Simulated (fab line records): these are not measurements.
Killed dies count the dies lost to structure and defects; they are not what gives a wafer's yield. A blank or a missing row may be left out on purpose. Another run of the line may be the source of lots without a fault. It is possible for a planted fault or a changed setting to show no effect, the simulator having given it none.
Comparing a struck lot with a sound one || flow sky130 || 16 steps out of a route of 708
Sound: the wafers L689.1, L689.2, L689.5. The struck wafers were L697.3, L697.4, L697.5. The cause comes at the end.
At each step with rows: each side's tool, then ch and its chambers, then its first start. Under that, the readings that differ: sound wafers || struck wafers || difference of the means || sigmas: that difference in standard deviations of wafers without a fault.
alike: readings with means less than 2 such deviations apart, plus words and numbers identical on both sides. not compared: withheld readings, readings lacking a value on some wafer, bounds such as >300 that could conceal the same value, and numbers that have no deviation in the record and whose values overlap.
Wherever a step has rows on one side only, a row that says differs or no value, or a row with sigmas, the two part there. Numbers that have no deviation but don't overlap get no sigmas and don't part them. Lack of a reading on every wafer of one side parts them only where that side has two or more wafers.

first, 2 steps without rows for these wafers: SKY_VT_ADJUST_PCH_PEB_05; SKY_VT_ADJUST_PCH_DEVELOP_06 (develop time 60 s).
SKY_VT_ADJUST_PCH_OVL_MEAS_07:
  sound on overlay-02 at day 11 11:19; struck on overlay-02 at day 13 20:03
{"reading": "VT_ADJUST_PCH_OVL (nm)", "sound": "2.8 1.9 1.4", "struck": "-1.8 -0.2 -1.9", "difference": -3.3, "sigmas": -2}
after that, 1 step had no rows for these wafers: SKY_VT_ADJUST_PCH_IMPLANT_08.
SKY_VT_ADJUST_PCH_STRIP_09: strips in O2/N2.
  sound on plasma asher-01 ch 0,1, day 11 11:29; struck on plasma asher-02 ch 0,1, day 13 20:15
  alike: drypump motor current A, oes product au, strip time to endpoint s
  not compared: rf hours counter h
SKY_VT_ADJUST_PCH_TW_MEAS_10:
  sound on film metro-02 at day 11 11:35; struck on film metro-01 at day 13 20:20
{"reading": "VT_ADJUST_PCH_TW", "sound": "143.9 145.5 144.3", "struck": "140.7 140.7 141.2", "difference": -3.7, "sigmas": -2}
then, 6 steps without rows for these wafers: SKY_SONOS_TUNNEL_DEHYDRATE_00 (time 60 s); SKY_SONOS_TUNNEL_HMDS_01 (prime time 60 s); SKY_SONOS_TUNNEL_COAT_02 (resist thk 1140 nm); SKY_SONOS_TUNNEL_SOFTBAKE_03 (time 60 s); SKY_SONOS_TUNNEL_EXPOSE_04 (exposes mask TUNM, target cd 410 nm); SKY_SONOS_TUNNEL_PEB_05.
SKY_SONOS_TUNNEL_DEVELOP_06: develop time 60 s.
  sound on litho track-01 ch 0, day 12 11:16; struck on litho track-04 ch 0, day 14 22:53
  alike: developer temp C, exhaust pa
SKY_SONOS_TUNNEL_CD_MEAS_07 targets a cd of 410 nm.
  sound on cd sem-01 at day 12 11:25; struck on cd sem-01 at day 14 23:19
{"reading": "cd nm (nm)", "sound": "407.6 408.2 405.8", "struck": "420.4 420.4 419.5", "difference": "+12.9", "sigmas": "+5"}
  not compared: hold
SKY_SONOS_TUNNEL_OVL_MEAS_08:
  sound on overlay-02 at day 12 11:32; struck on overlay-02 at day 15 06:21
{"reading": "hold", "sound": "- - -", "struck": "await dispo/6.9h/release await dispo/6.9h/release await dispo/6.9h/release", "difference": "no value on the sound wafers", "sigmas": ""}
  alike: SONOS_TUNNEL_OVL
after that, 1 step had no rows for these wafers: SKY_PAD_OPEN_PROBE_99.

## WHERE THEY PART
Last at SKY_SONOS_TUNNEL_OVL_MEAS_08 as far as this record goes, first at SKY_VT_ADJUST_PCH_OVL_MEAS_07.

WHY: what had been put in by the simulator
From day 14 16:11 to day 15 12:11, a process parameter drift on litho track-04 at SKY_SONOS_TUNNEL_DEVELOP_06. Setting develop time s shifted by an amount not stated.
